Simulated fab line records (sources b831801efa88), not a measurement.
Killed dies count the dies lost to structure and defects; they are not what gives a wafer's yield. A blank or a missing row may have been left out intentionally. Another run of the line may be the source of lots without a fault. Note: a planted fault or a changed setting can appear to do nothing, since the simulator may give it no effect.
Matching of chambers || flow gf180mcu || GF_V4_CVD_00 on hdpcvd-01 has 3 sister chambers
The step deposits SiO2, target thk 600 nm, time 100 s. 6 wafers are shown with their chamber, then 7 later ones without.

WAFERS PAIRED WITH THEIR CHAMBERS
{"wafer": "L607.1", "chamber": 1, "sih4-flow-sccm (sccm)": 59.93}
{"wafer": "L608.5", "chamber": 1, "sih4-flow-sccm (sccm)": 60.13}
{"wafer": "L609.1", "chamber": 0, "sih4-flow-sccm (sccm)": 59.99}
{"wafer": "L609.5", "chamber": 0, "sih4-flow-sccm (sccm)": 59.97}
{"wafer": "L625.1", "chamber": 2, "sih4-flow-sccm (sccm)": 59.84}
{"wafer": "L625.4", "chamber": 2, "sih4-flow-sccm (sccm)": 60.24}

WAFERS WHOSE CHAMBER IS MISSING
{"wafer": "L625.6", "sih4-flow-sccm (sccm)": 59.92}
{"wafer": "L626.1", "sih4-flow-sccm (sccm)": 59.64}
{"wafer": "L626.3", "sih4-flow-sccm (sccm)": 59.92}
{"wafer": "L626.5", "sih4-flow-sccm (sccm)": 59.80}
{"wafer": "L627.3", "sih4-flow-sccm (sccm)": 59.92}
{"wafer": "L627.4", "sih4-flow-sccm (sccm)": 60.18}
{"wafer": "L627.6", "sih4-flow-sccm (sccm)": 59.98}

EACH ONE'S CHAMBER
{"wafer": "L625.6", "from the rows above": "can't be placed: 0 or 1 or 2", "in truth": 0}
{"wafer": "L626.1", "from the rows above": "can't be placed: 0 or 1 or 2", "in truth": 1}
{"wafer": "L626.3", "from the rows above": "can't be placed: 0 or 1 or 2", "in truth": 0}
{"wafer": "L626.5", "from the rows above": "can't be placed: 0 or 1 or 2", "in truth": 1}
{"wafer": "L627.3", "from the rows above": "can't be placed: 0 or 1 or 2", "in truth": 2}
{"wafer": "L627.4", "from the rows above": "can't be placed: 2 or 1 or 0", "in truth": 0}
{"wafer": "L627.6", "from the rows above": "can't be placed: 0 or 1 or 2", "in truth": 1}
Correctly placed: 0 of 7. Can't be placed from these rows: 7 (the true chamber is among the candidates in 7). Placed wrongly: 0.
How it was worked out, from the rows above alone: a wafer's distance from a chamber is the root of the sum, over the readings, of the square of ((its reading less the chamber's mean) divided by the reading's scatter). The wafer belongs to the nearest chamber; if the next one is less than 2 further off, it can't be placed. For every chamber, the mean is computed from those of its wafers that are shown. The scatter: the root of (the sum of the squares of (reading less its chamber's mean) over the shown wafers, divided by (wafers less chambers)).
